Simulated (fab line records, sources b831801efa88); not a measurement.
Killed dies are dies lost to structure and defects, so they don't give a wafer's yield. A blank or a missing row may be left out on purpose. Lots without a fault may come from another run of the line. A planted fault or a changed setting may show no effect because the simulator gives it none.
fab line records | flow sky130 | part 1 of 2: steps 1 to 36 of 47
record lots=5 wafers=15 last_day=50
route steps=708 shown VT_ADJUST_PCH@144 SONOS_TUNNEL@154 SONOS_ONO@168 GATE_OXIDE@187
lots that met no fault: from a run of the same line without faults
start_h: hours from the record's first day to the start of the lot's first wafer shown | wait_h: hours since the lot's step before | " the same as in the row above | L1.1+2: a row that stands for several wafers | - no value, or no start given | * or withheld: withheld | < > ~ a bound
route shown NAME@n: a module of which the file shows steps, and the number in the route of the first | usual: mean/standard deviation of fault-free wafers | same: alike in all rows | chamber/n: place in a boat | sites: the reading at each site | _std_site: their standard deviation | _edge_site: outer sites' mean less inner sites' | radius_mm: how far each site lies from the wafer's centre | mask NAME#n: copy n | behind: the tool/chamber that last shaped the wafer | hold: why the lot was held/for how many hours/how that ended | device: the transistor (n, p or np) that didn't switch | end of line: the same wafers' tests at the end of the route | a step without rows: its recipe alone | killed: dies lost to structure and defects at the first sort, not the wafer's yield | map: a wafer's dies, x killed, . not, _ none there
set.NAME: the setting as run; set.NAME@STEP: as run at that earlier step | model.NAME: the simulator's own value behind a step, which no gauge read
lots at some steps of the route; a table a step, a row a wafer
services: from which hour (start_h, from the record's first day; less than 0 if before it) a tool's chamber was out of use, for how many hours, and why
## steps
# step SKY_VT_ADJUST_PCH_HMDS_01
# recipe prime_time_s=60 prime_temp_c=120
# columns lot.wafer tool chamber start_h wait_h
L076.2+3+6 litho_track-01 0 224.89 0.1
L081.1+3+5 litho_track-03 0 264.60 0.1
L087.1+2+3 litho_track-03 0 308.35 0.1
L092.1+5+6 litho_track-03 0 342.80 0.1
L094.2+3+6 litho_track-01 0 382.49 0.1
# step SKY_VT_ADJUST_PCH_COAT_02
# recipe spin_rpm=2000 resist_thk_nm=3000
# columns lot.wafer tool chamber start_h wait_h
L076.2+3+6 litho_track-01 0 225.04 0.1
L081.1+3+5 litho_track-03 0 264.75 0.1
L087.1+2+3 litho_track-03 0 308.50 0.1
L092.1+5+6 litho_track-03 0 342.95 0.1
L094.2+3+6 litho_track-01 0 382.64 0.1
# step SKY_VT_ADJUST_PCH_SOFTBAKE_03
# recipe temp_c=110 time_s=withheld
# columns lot.wafer tool chamber start_h wait_h
L076.2+3+6 litho_track-01 0 225.20 0.1
L081.1+3+5 litho_track-03 0 264.90 0.1
L087.1+2+3 litho_track-03 0 308.65 0.1
L092.1+5+6 litho_track-03 0 343.10 0.1
L094.2+3+6 litho_track-01 0 382.80 0.1
# step SKY_VT_ADJUST_PCH_EXPOSE_04
# recipe mask_id=NWM na=0.6 source_shape=conventional sigma_outer=0.6 polarization=unpolarized target_cd_nm=840 dose_mj=255
# usual reticle_temp_C=23.01/0.11 stage_vel_mm_s=500.02/0.26
# same na=0.6
# columns lot.wafer tool chamber start_h wait_h mask reticle_temp_C stage_vel_mm_s
L076.2 iline_stepper-02 0 - - NWM#0 22.99 500.52
L076.3 " 0 " " NWM#0 23.06 500.48
L076.6 " 0 " " NWM#0 22.97 499.78
L081.1 iline_stepper-01 0 - - NWM#0 23.06 500.13
L081.3 " 0 " " NWM#0 23.19 500.10
L081.5 " 0 " " NWM#0 23.13 500.56
L087.1 iline_stepper-01 0 - - NWM#0 22.97 500.15
L087.2 " 0 " " NWM#0 23.09 499.82
L087.3 " 0 " " NWM#0 22.92 499.90
L092.1 iline_stepper-02 0 - - NWM#0 22.98 499.88
L092.5 " 0 " " NWM#0 22.97 499.83
L092.6 " 0 " " NWM#0 22.91 499.99
L094.2 iline_stepper-02 0 - - NWM#0 23.09 499.85
L094.3 " 0 " " NWM#0 23.00 499.77
L094.6 " 0 " " NWM#0 23.04 499.76
# step SKY_VT_ADJUST_PCH_PEB_05
# recipe temp_c=115 time_s=withheld
# columns lot.wafer tool chamber start_h wait_h
L076.2+3+6 litho_track-03 0 - -
L081.1+3+5 litho_track-03 0 - -
L087.1+2+3 litho_track-01 0 - -
L092.1+5+6 litho_track-01 0 - -
L094.2+3+6 litho_track-04 0 - -
# step SKY_VT_ADJUST_PCH_DEVELOP_06
# recipe wall_angle_deg=90 developer=TMAH develop_time_s=60 dev_temp_c=23
# columns lot.wafer tool chamber start_h wait_h
L076.2+3+6 litho_track-03 0 - -
L081.1+3+5 litho_track-03 0 - -
L087.1+2+3 litho_track-01 0 - -
L092.1+5+6 litho_track-01 0 - -
L094.2+3+6 litho_track-04 0 - -
# step SKY_VT_ADJUST_PCH_OVL_MEAS_07
# usual VT_ADJUST_PCH_OVL=0.9/1.4
# columns lot.wafer tool chamber start_h wait_h VT_ADJUST_PCH_OVL[nm]
L076.2 overlay-02 - 236.31 - 1.2
L076.3 " - " " 0.0
L076.6 " - " " -1.0
L081.1 overlay-01 - 277.00 - 2.0
L081.3 " - " " -0.2
L081.5 " - " " 0.5
L087.1 overlay-01 - 321.67 - -0.8
L087.2 " - " " 0.8
L087.3 " - " " -0.6
L092.1 overlay-01 - 356.77 - 1.9
L092.5 " - " " 1.9
L092.6 " - " " -0.2
L094.2 overlay-01 - 397.22 - -1.4
L094.3 " - " " -2.6
L094.6 " - " " -1.0
# step SKY_VT_ADJUST_PCH_IMPLANT_08
# recipe species=B energy_kev=10 dose_cm2=5e+11 tilt_deg=withheld
# columns lot.wafer tool chamber start_h wait_h
L076.2+3+6 implanter-01 0 236.36 0.0
L081.1+3+5 implanter-02 0 277.04 0.0
L087.1+2+3 implanter-01 0 321.71 0.0
L092.1+5+6 implanter-03 0 356.81 0.0
L094.2+3+6 implanter-02 0 397.27 0.0
# step SKY_VT_ADJUST_PCH_STRIP_09
# recipe chemistry=O2/N2 power_w=1400 pressure_mtorr=1500 platen_temp_c=withheld o2_flow_sccm=3000 n2_flow_sccm=300 overash_fraction=0.5
# usual drypump_motor_current_A=5.6/0.35 oes_product_au=0.722/0.0044 strip_time_to_endpoint_s=36.94/0.092
# columns lot.wafer tool chamber start_h wait_h drypump_motor_current_A oes_product_au rf_hours_counter_h strip_time_to_endpoint_s
L076.2 plasma_asher-01 1 236.49 0.1 4.9 0.713 56 37.06
L076.3 " 0 " " 5.7 0.713 - 37.06
L076.6 " 0 " " 5.7 0.714 - 36.95
L081.1 plasma_asher-01 0 277.19 0.1 5.7 0.723 60 36.82
L081.3 " 1 " " 5.0 0.721 - 36.87
L081.5 " 1 " " 5.0 0.730 - 36.83
L087.1 plasma_asher-01 1 321.86 0.1 4.9 0.726 65 37.08
L087.2 " 0 " " 5.7 0.722 65 36.99
L087.3 " 1 " " 4.9 0.727 - 37.08
L092.1 plasma_asher-02 1 356.96 0.1 5.8 0.726 67 36.88
L092.5 " 1 " " 5.7 0.724 - 36.94
L092.6 " 0 " " 5.7 0.722 - 36.78
L094.2 plasma_asher-03 0 397.40 0.1 6.1 0.726 25 36.96
L094.3 " 0 " " 6.1 0.726 - 37.01
L094.6 " 1 " " 5.1 0.718 - 36.98
# step SKY_VT_ADJUST_PCH_TW_MEAS_10
# usual VT_ADJUST_PCH_TW=142.5/1.3
# columns lot.wafer tool chamber start_h wait_h VT_ADJUST_PCH_TW
L076.2 film_metro-01 - 236.60 0.1 141.0
L076.3 " - " " 140.5
L076.6 " - " " 140.4
L081.1 film_metro-03 - 277.29 0.1 143.9
L081.3 " - " " 144.2
L081.5 " - " " 144.8
L087.1 film_metro-03 - 321.96 0.1 144.7
L087.2 " - " " 143.7
L087.3 " - " " 144.2
L092.1 film_metro-01 - 357.06 0.1 141.4
L092.5 " - " " 139.5
L092.6 " - " " 140.7
L094.2 film_metro-03 - 397.51 0.1 143.5
L094.3 " - " " 143.9
L094.6 " - " " 144.4
# step SKY_SONOS_TUNNEL_DEHYDRATE_00
# recipe temp_c=200 time_s=60
# columns lot.wafer tool chamber start_h wait_h
L076.2+3+6 litho_track-01 0 246.54 9.9
L081.1+3+5 litho_track-02 0 289.61 12.3
L087.1+2+3 litho_track-02 0 334.86 12.9
L092.1+5+6 litho_track-03 0 370.60 13.5
L094.2+3+6 litho_track-02 0 411.54 14.0
# step SKY_SONOS_TUNNEL_HMDS_01
# recipe prime_time_s=60 prime_temp_c=120
# columns lot.wafer tool chamber start_h wait_h
L076.2+3+6 litho_track-01 0 246.69 0.1
L081.1+3+5 litho_track-02 0 289.76 0.1
L087.1+2+3 litho_track-02 0 335.01 0.1
L092.1+5+6 litho_track-03 0 370.75 0.1
L094.2+3+6 litho_track-02 0 411.69 0.1
# step SKY_SONOS_TUNNEL_COAT_02
# recipe resist=NOVOLAK spin_rpm=3000 resist_thk_nm=1140
# columns lot.wafer tool chamber start_h wait_h
L076.2+3+6 litho_track-01 0 246.84 0.1
L081.1+3+5 litho_track-02 0 289.91 0.1
L087.1+2+3 litho_track-02 0 335.16 0.1
L092.1+5+6 litho_track-03 0 370.90 0.1
L094.2+3+6 litho_track-02 0 411.84 0.1
# step SKY_SONOS_TUNNEL_SOFTBAKE_03
# recipe temp_c=90 time_s=60 resist=NOVOLAK
# columns lot.wafer tool chamber start_h wait_h
L076.2+3+6 litho_track-01 0 246.99 0.1
L081.1+3+5 litho_track-02 0 290.06 0.1
L087.1+2+3 litho_track-02 0 335.31 0.1
L092.1+5+6 litho_track-03 0 371.05 0.1
L094.2+3+6 litho_track-02 0 411.99 0.1
# step SKY_SONOS_TUNNEL_EXPOSE_04
# recipe mask_id=TUNM na=0.6 source_shape=conventional sigma_outer=0.6 polarization=unpolarized target_cd_nm=410 dose_mj=136
# usual reticle_temp_C=22.99/0.11 stage_vel_mm_s=500.01/0.25
# same na=0.6
# columns lot.wafer tool chamber start_h wait_h mask reticle_temp_C stage_vel_mm_s
L076.2 iline_stepper-02 0 - - TUNM#0 22.99 499.92
L076.3 " 0 " " TUNM#0 22.89 499.72
L076.6 " 0 " " TUNM#0 23.05 499.58
L081.1 iline_stepper-01 0 - - TUNM#0 22.84 500.27
L081.3 " 0 " " TUNM#0 23.06 500.24
L081.5 " 0 " " TUNM#0 23.07 500.27
L087.1 iline_stepper-02 0 - - TUNM#0 22.92 499.48
L087.2 " 0 " " TUNM#0 22.99 500.01
L087.3 " 0 " " TUNM#0 23.01 499.91
L092.1 iline_stepper-02 0 - - TUNM#0 23.06 500.22
L092.5 " 0 " " TUNM#0 23.21 499.93
L092.6 " 0 " " TUNM#0 23.15 500.06
L094.2 iline_stepper-01 0 - - TUNM#0 22.98 500.22
L094.3 " 0 " " TUNM#0 23.02 499.78
L094.6 " 0 " " TUNM#0 22.99 499.96
# step SKY_SONOS_TUNNEL_PEB_05
# recipe temp_c=withheld time_s=* resist=NOVOLAK
# columns lot.wafer tool chamber start_h wait_h
L076.2+3+6 litho_track-01 0 - -
L081.1+3+5 litho_track-03 0 - -
L087.1+2+3 litho_track-03 0 - -
L092.1+5+6 litho_track-01 0 - -
L094.2+3+6 litho_track-03 0 - -
# step SKY_SONOS_TUNNEL_DEVELOP_06
# recipe resist=NOVOLAK developer=TMAH develop_time_s=60 dev_temp_c=23
# columns lot.wafer tool chamber start_h wait_h
L076.2+3+6 litho_track-01 0 258.69 0.1
L081.1+3+5 litho_track-03 0 301.90 0.1
L087.1+2+3 litho_track-03 0 348.55 0.1
L092.1+5+6 litho_track-01 0 385.47 0.1
L094.2+3+6 litho_track-03 0 427.28 0.1
# step SKY_SONOS_TUNNEL_CD_MEAS_07
# recipe target_cd_nm=410
# usual cd_nm=408.8/2.4
# columns lot.wafer tool chamber start_h wait_h cd_nm
L076.2 cd_sem-02 - 258.84 0.1 408.6
L076.3 " - " " 408.4
L076.6 " - " " 408.0
L081.1 cd_sem-01 - 302.05 0.1 408.2
L081.3 " - " " 408.4
L081.5 " - " " 405.9
L087.1 cd_sem-01 - 348.70 0.1 411.4
L087.2 " - " " 412.5
L087.3 " - " " 409.7
L092.1 cd_sem-02 - 385.62 0.1 402.8
L092.5 " - " " 404.8
L092.6 " - " " 405.4
L094.2 cd_sem-01 - 427.42 0.1 409.9
L094.3 " - " " 411.3
L094.6 " - " " 408.1
# step SKY_SONOS_TUNNEL_OVL_MEAS_08
# usual SONOS_TUNNEL_OVL=-0.8/1.1
# columns lot.wafer tool chamber start_h wait_h SONOS_TUNNEL_OVL[nm]
L076.2 overlay-01 - 258.95 0.1 -2.2
L076.3 " - " " -1.7
L076.6 " - " " -3.3
L081.1 overlay-01 - 302.17 0.1 0.2
L081.3 " - " " -0.7
L081.5 " - " " 1.8
L087.1 overlay-01 - 348.82 0.1 -1.3
L087.2 " - " " -2.7
L087.3 " - " " -2.1
L092.1 overlay-01 - 385.74 0.1 -0.7
L092.5 " - " " -3.5
L092.6 " - " " 0.6
L094.2 overlay-01 - 427.53 0.1 -1.9
L094.3 " - " " 0.4
L094.6 " - " " -2.1
# step SKY_SONOS_TUNNEL_IMPLANT_09
# recipe species=B energy_kev=20 dose_cm2=1e+12 tilt_deg=withheld
# columns lot.wafer tool chamber start_h wait_h
L076.2+3+6 implanter-02 0 259.00 0.0
L081.1+3+5 implanter-02 0 302.21 0.0
L087.1+2+3 implanter-04 0 348.86 0.0
L092.1+5+6 implanter-04 0 385.78 0.0
L094.2+3+6 implanter-02 0 427.58 0.0
# step SKY_SONOS_TUNNEL_WET_ETCH_10
# recipe chemistry=dHF target_depth_nm=14 target=SiO2 dilution=100:1 temp_c=25 time_s=280
# columns lot.wafer tool chamber start_h wait_h
L076.2+3+6 wet_bench-01 3 259.13 0.1
L081.1+3+5 wet_bench-04 1 302.36 0.1
L087.1+2+3 wet_bench-04 3 349.01 0.1
L092.1+5+6 wet_bench-04 3 385.93 0.1
L094.2+3+6 wet_bench-03 3 427.71 0.1
# step SKY_SONOS_TUNNEL_STRIP_11
# recipe chemistry=SPM time_s=600 temp_c=130
# columns lot.wafer tool chamber start_h wait_h
L076.2+3+6 wet_bench-03 0 259.22 0.0
L081.1+3+5 wet_bench-03 3 302.45 0.0
L087.1+2+3 wet_bench-01 0 349.09 0.0
L092.1+5+6 wet_bench-03 2 386.01 0.0
L094.2+3+6 wet_bench-04 1 427.79 0.0
# step SKY_SONOS_TUNNEL_TW_MEAS_12
# usual SONOS_TUNNEL_TW=195.7/1.4
# columns lot.wafer tool chamber start_h wait_h SONOS_TUNNEL_TW
L076.2 film_metro-02 - 259.44 0.0 197.6
L076.3 " - " " 198.0
L076.6 " - " " 197.4
L081.1 film_metro-02 - 302.62 0.0 197.6
L081.3 " - " " 197.5
L081.5 " - " " 197.2
L087.1 film_metro-02 - 349.27 0.0 196.6
L087.2 " - " " 196.8
L087.3 " - " " 196.6
L092.1 film_metro-02 - 386.20 0.0 196.9
L092.5 " - " " 195.6
L092.6 " - " " 197.6
L094.2 film_metro-04 - 427.98 0.0 193.9
L094.3 " - " " 193.7
L094.6 " - " " 194.4
# step SKY_SONOS_TUNNEL_CLEAN_13
# recipe chemistry=dHF time_s=20 dilution=100:1 dry=ipa_marangoni
# columns lot.wafer tool chamber start_h wait_h
L076.2+3+6 wet_bench-01 2 259.49 0.0
L081.1+3+5 wet_bench-04 3 302.68 0.1
L087.1+2+3 wet_bench-03 1 349.33 0.1
L092.1+5+6 wet_bench-01 0 386.26 0.1
L094.2+3+6 wet_bench-03 0 428.03 0.0
# step SKY_SONOS_ONO_OXIDATION_00
# recipe temp_c=800 ambient=O2 idle_temp_c=700 ramp_up_c_per_min=10 ramp_down_c_per_min=3 stabilise_s=600 purge_s=300 target_thk_a=26 ox_time_s=1249
# columns lot.wafer tool chamber start_h wait_h
L076.2+3+6 furnace-02 0 260.84 1.3
L081.1+3+5 furnace-01 0 308.47 5.8
L087.1+2+3 furnace-02 0 349.35 0.0
L092.1+5+6 furnace-02 0 390.15 3.9
L094.2+3+6 furnace-01 0 429.75 1.7
# step SKY_SONOS_ONO_THK_MEAS_01
# recipe reads=SiO2_of_SONOS_ONO_OXIDATION_00
# usual SONOS_ONO_OXIDATION_THK=2.60/0.06
# columns lot.wafer tool chamber start_h wait_h SONOS_ONO_OXIDATION_THK[nm]
L076.2 film_metro-01 - 262.19 0.0 2.51
L076.3 " - " " 2.59
L076.6 " - " " 2.57
L081.1 film_metro-03 - 309.82 0.0 2.59
L081.3 " - " " 2.58
L081.5 " - " " 2.64
L087.1 film_metro-04 - 350.69 0.0 2.57
L087.2 " - " " 2.56
L087.3 " - " " 2.60
L092.1 film_metro-01 - 391.50 0.0 2.63
L092.5 " - " " 2.58
L092.6 " - " " 2.55
L094.2 film_metro-03 - 431.11 0.0 2.63
L094.3 " - " " 2.60
L094.6 " - " " 2.60
# step SKY_SONOS_ONO_CVD_02
# recipe material=Si3N4 precursor=DCS/NH3 target_thk_nm=10.5 temp_c=770 time_s=180 pressure_mtorr=250
# columns lot.wafer tool chamber start_h wait_h
L076.2+3+6 lpcvd-02 1 262.32 0.1
L081.1+3+5 lpcvd-02 0 310.32 0.5
L087.1+2+3 lpcvd-02 0 350.75 0.1
L092.1+5+6 lpcvd-02 0 394.41 2.9
L094.2+3+6 lpcvd-02 1 431.82 0.7
# step SKY_SONOS_ONO_THK_MEAS_03
# recipe reads=Si3N4_of_SONOS_ONO_CVD_02
# usual SONOS_ONO_CVD_02_THK=10.52/0.16
# columns lot.wafer tool chamber start_h wait_h SONOS_ONO_CVD_02_THK[nm]
L076.2 film_metro-01 - 263.38 0.0 10.16
L076.3 " - " " 10.31
L076.6 " - " " 10.20
L081.1 film_metro-01 - 311.37 0.0 10.60
L081.3 " - " " 10.60
L081.5 " - " " 10.56
L087.1 film_metro-04 - 351.80 0.0 10.61
L087.2 " - " " 10.57
L087.3 " - " " 10.59
L092.1 film_metro-01 - 395.46 0.0 10.84
L092.5 " - " " 10.69
L092.6 " - " " 10.81
L094.2 film_metro-03 - 432.88 0.0 10.59
L094.3 " - " " 10.55
L094.6 " - " " 10.58
# step SKY_SONOS_ONO_CVD_04
# recipe material=SiO2 precursor=SiH4/N2O target_thk_nm=5.7199 temp_c=900 pressure_mtorr=400
# columns lot.wafer tool chamber start_h wait_h
L076.2+3+6 lpcvd-03 0 263.43 0.0
L081.1+3+5 lpcvd-03 1 311.43 0.1
L087.1+2+3 lpcvd-03 0 351.86 0.1
L092.1+5+6 lpcvd-03 0 395.52 0.1
L094.2+3+6 lpcvd-03 0 432.93 0.0
# step SKY_SONOS_ONO_THK_MEAS_05
# recipe reads=SiO2_of_SONOS_ONO_CVD_04
# usual SONOS_ONO_CVD_04_THK=5.70/0.13
# columns lot.wafer tool chamber start_h wait_h SONOS_ONO_CVD_04_THK[nm]
L076.2 film_metro-04 - 264.69 0.0 5.41
L076.3 " - " " 5.45
L076.6 " - " " 5.42
L081.1 film_metro-04 - 312.68 0.0 5.80
L081.3 " - " " 5.88
L081.5 " - " " 5.90
L087.1 film_metro-01 - 353.11 0.0 5.91
L087.2 " - " " 5.87
L087.3 " - " " 5.91
L092.1 film_metro-01 - 396.77 0.0 5.70
L092.5 " - " " 5.72
L092.6 " - " " 5.66
L094.2 film_metro-01 - 434.19 0.0 5.44
L094.3 " - " " 5.57
L094.6 " - " " 5.72
# step SKY_SONOS_ONO_DEHYDRATE_06
# recipe temp_c=200 time_s=60
# columns lot.wafer tool chamber start_h wait_h
L076.2+3+6 litho_track-02 0 275.54 10.8
L081.1+3+5 litho_track-01 0 324.77 12.1
L087.1+2+3 litho_track-02 0 366.61 13.5
L092.1+5+6 litho_track-04 0 410.66 13.9
L094.2+3+6 litho_track-04 0 448.74 14.5
# step SKY_SONOS_ONO_HMDS_07
# recipe prime_time_s=60 prime_temp_c=120
# columns lot.wafer tool chamber start_h wait_h
L076.2+3+6 litho_track-02 0 275.69 0.1
L081.1+3+5 litho_track-01 0 324.92 0.1
L087.1+2+3 litho_track-02 0 366.76 0.1
L092.1+5+6 litho_track-04 0 410.81 0.1
L094.2+3+6 litho_track-04 0 448.89 0.1
# step SKY_SONOS_ONO_COAT_08
# recipe resist=NOVOLAK spin_rpm=3000 resist_thk_nm=1140
# columns lot.wafer tool chamber start_h wait_h
L076.2+3+6 litho_track-02 0 275.84 0.1
L081.1+3+5 litho_track-01 0 325.07 0.1
L087.1+2+3 litho_track-02 0 366.91 0.1
L092.1+5+6 litho_track-04 0 410.96 0.1
L094.2+3+6 litho_track-04 0 449.04 0.1
# step SKY_SONOS_ONO_SOFTBAKE_09
# recipe temp_c=90 time_s=60 resist=NOVOLAK
# columns lot.wafer tool chamber start_h wait_h
L076.2+3+6 litho_track-02 0 275.99 0.1
L081.1+3+5 litho_track-01 0 325.22 0.1
L087.1+2+3 litho_track-02 0 367.06 0.1
L092.1+5+6 litho_track-04 0 411.11 0.1
L094.2+3+6 litho_track-04 0 449.19 0.1
# step SKY_SONOS_ONO_EXPOSE_10
# recipe mask_id=ONOM target_cd_nm=410 na=0.6 source_shape=conventional sigma_outer=0.6 dose_mj=150
# usual reticle_temp_C=22.99/0.094 stage_vel_mm_s=499.97/0.24
# same na=0.6
# columns lot.wafer tool chamber start_h wait_h mask reticle_temp_C stage_vel_mm_s
L076.2 iline_stepper-01 0 - - ONOM#0 22.93 500.10
L076.3 " 0 " " ONOM#0 22.86 500.18
L076.6 " 0 " " ONOM#0 22.74 500.00
L081.1 iline_stepper-02 0 - - ONOM#0 22.86 500.29
L081.3 " 0 " " ONOM#0 23.17 500.29
L081.5 " 0 " " ONOM#0 23.00 500.16
L087.1 iline_stepper-01 0 - - ONOM#0 23.05 500.27
L087.2 " 0 " " ONOM#0 23.15 500.15
L087.3 " 0 " " ONOM#0 23.00 500.08
L092.1 iline_stepper-01 0 - - ONOM#0 22.91 499.98
L092.5 " 0 " " ONOM#0 22.98 499.91
L092.6 " 0 " " ONOM#0 22.89 499.82
L094.2 iline_stepper-01 0 - - ONOM#0 23.04 500.01
L094.3 " 0 " " ONOM#0 23.10 499.72
L094.6 " 0 " " ONOM#0 22.99 500.14
# step SKY_SONOS_ONO_PEB_11
# recipe temp_c=withheld time_s=* resist=NOVOLAK
# columns lot.wafer tool chamber start_h wait_h
L076.2+3+6 litho_track-01 0 - -
L081.1+3+5 litho_track-01 0 - -
L087.1+2+3 litho_track-02 0 - -
L092.1+5+6 litho_track-02 0 - -
L094.2+3+6 litho_track-01 0 - -
